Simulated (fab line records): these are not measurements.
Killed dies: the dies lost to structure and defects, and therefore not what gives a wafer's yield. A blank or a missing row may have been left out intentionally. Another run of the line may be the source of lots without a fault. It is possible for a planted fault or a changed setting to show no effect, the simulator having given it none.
Matching of chambers || flow sky130 || cmp-02 running SKY_FIELD_ISO_CMP_27: 4 sister chambers
The step polishes, stops on Si3N4, t overpolish 16 s, target thk 457.8 nm. 4 wafers are shown with their chamber, then 12 later ones without.

WAFERS, EACH WITH ITS CHAMBER
{"wafer": "L091.5", "chamber": 3, "motor-current-A (A)": 12.8}
{"wafer": "L093.1", "chamber": 0, "motor-current-A (A)": 12.5}
{"wafer": "L093.2", "chamber": 2, "motor-current-A (A)": 12.6}
{"wafer": "L093.6", "chamber": 1, "motor-current-A (A)": 13.8}

WAFERS WITH NO CHAMBER GIVEN
{"wafer": "L094.1", "motor-current-A (A)": 14.2}
{"wafer": "L094.5", "motor-current-A (A)": 13.8}
{"wafer": "L094.6", "motor-current-A (A)": 12.0}
{"wafer": "L095.4", "motor-current-A (A)": 14.3}
{"wafer": "L095.5", "motor-current-A (A)": 13.3}
{"wafer": "L095.6", "motor-current-A (A)": 12.3}
{"wafer": "L096.1", "motor-current-A (A)": 13.8}
{"wafer": "L096.2", "motor-current-A (A)": 13.2}
{"wafer": "L096.4", "motor-current-A (A)": 13.1}
{"wafer": "L097.4", "motor-current-A (A)": 12.6}
{"wafer": "L097.5", "motor-current-A (A)": 12.9}
{"wafer": "L097.6", "motor-current-A (A)": 13.4}

THE CHAMBER EACH PASSED THROUGH
{"wafer": "L094.1", "from the rows above": 1, "in truth": 1}
{"wafer": "L094.5", "from the rows above": 1, "in truth": 1}
{"wafer": "L094.6", "from the rows above": "can't be placed: 0 or 2 or 3", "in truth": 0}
{"wafer": "L095.4", "from the rows above": 1, "in truth": 1}
{"wafer": "L095.5", "from the rows above": "can't be placed: 1 or 3 or 2 or 0", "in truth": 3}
{"wafer": "L095.6", "from the rows above": "can't be placed: 0 or 2 or 3", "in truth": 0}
{"wafer": "L096.1", "from the rows above": 1, "in truth": 1}
{"wafer": "L096.2", "from the rows above": "can't be placed: 3 or 2 or 1 or 0", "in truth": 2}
{"wafer": "L096.4", "from the rows above": "can't be placed: 3 or 2 or 0 or 1", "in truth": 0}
{"wafer": "L097.4", "from the rows above": "can't be placed: 2 or 0 or 3", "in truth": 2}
{"wafer": "L097.5", "from the rows above": "can't be placed: 3 or 2 or 0", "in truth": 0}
{"wafer": "L097.6", "from the rows above": "can't be placed: 1 or 3 or 2 or 0", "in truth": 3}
Placed correctly: 4 of 12. These rows do not allow placing 8 (true chamber among the candidates in 8). Placed wrongly: 0.
How it was worked out, from the rows above alone: a wafer's distance from a chamber is the root of the sum, over the readings, of the square of ((its reading less the chamber's mean) divided by the reading's scatter). The wafer belongs to the nearest chamber; if the next one is less than 2 further off, it can't be placed. A chamber's mean is the mean of its shown wafers. The scatter (one wafer shown for each chamber): square how far every hidden wafer sits from the nearest shown wafer, average those squares and take the square root.
